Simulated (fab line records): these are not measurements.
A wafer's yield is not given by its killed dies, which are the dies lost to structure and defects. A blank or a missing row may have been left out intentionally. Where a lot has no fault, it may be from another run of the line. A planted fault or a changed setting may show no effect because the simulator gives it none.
Code-filled problem report in 8D (eight disciplines) form + flow sky130 + the parts of the form that need people (team, actions taken, sign-off) are left out

== 1. THE PROBLEM ==
Wafers free of any fault read 6.94 ohm/sq (standard deviation 0.071) for CAPM_TIN_RS at SKY_CAPM_RS_MEAS_03, against a mean of 5.63 ohm/sq on 2 wafers of 2 lots. Relative to the usual mean, that is a shift of -18 standard deviations.
The step: measures by four-point-probe.
Earliest sighting: wafer L546.3 on film metro-02 at day 42 03:48. At this step, 32 wafers from 11 lots have a number in the record. Rule for "out", or "out of limits": more than 4 standard deviations from the usual mean. The other wafers with a number count as sound.

== 2. WHAT IT IS, WHAT IT ISN'T ==
| question                    | is                           | is not                                                                                 |
|-----------------------------|------------------------------|----------------------------------------------------------------------------------------|
| which readings at this step | CAPM_TIN_RS                  | -                                                                                      |
| which lots                  | L546, L547                   | L530, L531, L532, L534, L535, L537, L549, L551, L552                                   |
| which wafers of those lots  | L546.3, L547.5               | L546.1, L546.2, L547.2                                                                 |
| read on which gauges        | film metro-02, film metro-04 | film metro-01                                                                          |
| when                        | from day 42 03:48            | up to then (20 sound wafers); but 10 sound wafers of L547, L549, L551, L552 came after |

== 3. THE SUSPECTS, EACH WITH WHAT RULES IT OUT ==
Counting: a tool at a process step up to the reading stays a suspect if it ran every lot that is out. Sound lots after the first of them don't rule it out here, since some wafers of a struck lot are sound.
- the gauge at SKY_CAPM_RS_MEAS_03: ruled out. Those wafers that are out were read across 2 gauges (film metro-02, film metro-04).
- pvd sputter-02 at SKY_CAPM_SPUTTER_02 (material TiN, target thk 200 nm, time 166.7 s): kept. It ran every lot that is out, first L546 (day 42 03:41); its last sound lot up to then is L535 (day 38 18:46).
Remaining after the count: pvd sputter-02 at SKY_CAPM_SPUTTER_02.

== 4. THE CAUSE (what the simulator had put in) ==
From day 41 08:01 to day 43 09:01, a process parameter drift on pvd sputter-02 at SKY_CAPM_SPUTTER_02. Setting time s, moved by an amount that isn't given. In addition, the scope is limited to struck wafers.
This tool alone remained once counting was done.

== 5. SEQUENCE OF EFFECTS, ordered by route ==
Each row: a reading where the mean over the struck wafers with a number is more than 3 standard deviations away from the usual. Scope: only readings with a usual standard deviation given in the record; hours: median across lots of the time from each lot's start at the first step in this table that gives one to its start at this step; sigmas: change in usual standard deviations.
| hours | step                   | reading              | usual       | on struck wafers | change | sigmas      |
|-------|------------------------|----------------------|-------------|------------------|--------|-------------|
| 0     | SKY_CAPM_RS_MEAS_03    | CAPM_TIN_RS          | 6.94 ohm/sq | 5.63             | -1.31  | -18         |
| 0     | SKY_CAPM_THK_MEAS_04   | CAPM_TIN_THK         | 201.4 nm    | 247.2            | +45.8  | +21         |
| 24    | SKY_CAPM_METAL_ETCH_13 | oes product au       | 0.939 a.u.  | 1.008            | +0.070 | +9.9        |
| 24    | SKY_CAPM_METAL_ETCH_13 | throttle valve pct   | 21.904 %    | 21.860           | -0.044 | -4.4        |
| 202   | SKY_PAD_OPEN_PROBE_99  | defect limited yield | 82.3 %      | 0.0              | -82.3  | -46         |
| 202   | SKY_PAD_OPEN_PROBE_99  | killed at other      | 0.3         | 413.0            | +412.7 | +99 or more |
| 202   | SKY_PAD_OPEN_PROBE_99  | killed dies          | 87          | 492              | +405   | +46         |
| 202   | SKY_PAD_OPEN_PROBE_99  | killed on rim        | 16          | 96               | +80    | +22         |
| 202   | SKY_PAD_OPEN_PROBE_99  | sort_bin_3_pad_short | 0.8 %       | 84.8             | +84.0  | +99 or more |
| 202   | SKY_PAD_OPEN_PROBE_99  | sort n pass          | 405         | 0                | -405   | -46         |
| 202   | SKY_PAD_OPEN_PROBE_99  | sort yield pct       | 82.3 %      | 0.0              | -82.3  | -46         |
It contains these process steps:
- SKY_CAPM_METAL_ETCH_13: etches TiN in Cl2/BCl3, stops on SiO2, target depth 220 nm, time 62.9 s.
- SKY_PAD_OPEN_PROBE_99

== 6. HOW IT WOULD HAVE BEEN CAUGHT EARLIER ==
Counted from the fault's start at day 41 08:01, it took 20 hours until the first out-of-limits reading at a measuring or inspecting step in this record, taken at day 42 03:48.
Of the tool readings at SKY_CAPM_SPUTTER_02 for which the record gives a usual standard deviation, none was out on any struck wafer, so an alarm limit of 4 standard deviations on them would not have fired.
L547, from the lots that are out (2), started SKY_CAPM_SPUTTER_02 on pvd sputter-02 later than day 42 03:48. A tool hold placed at that time would have kept it from harm.
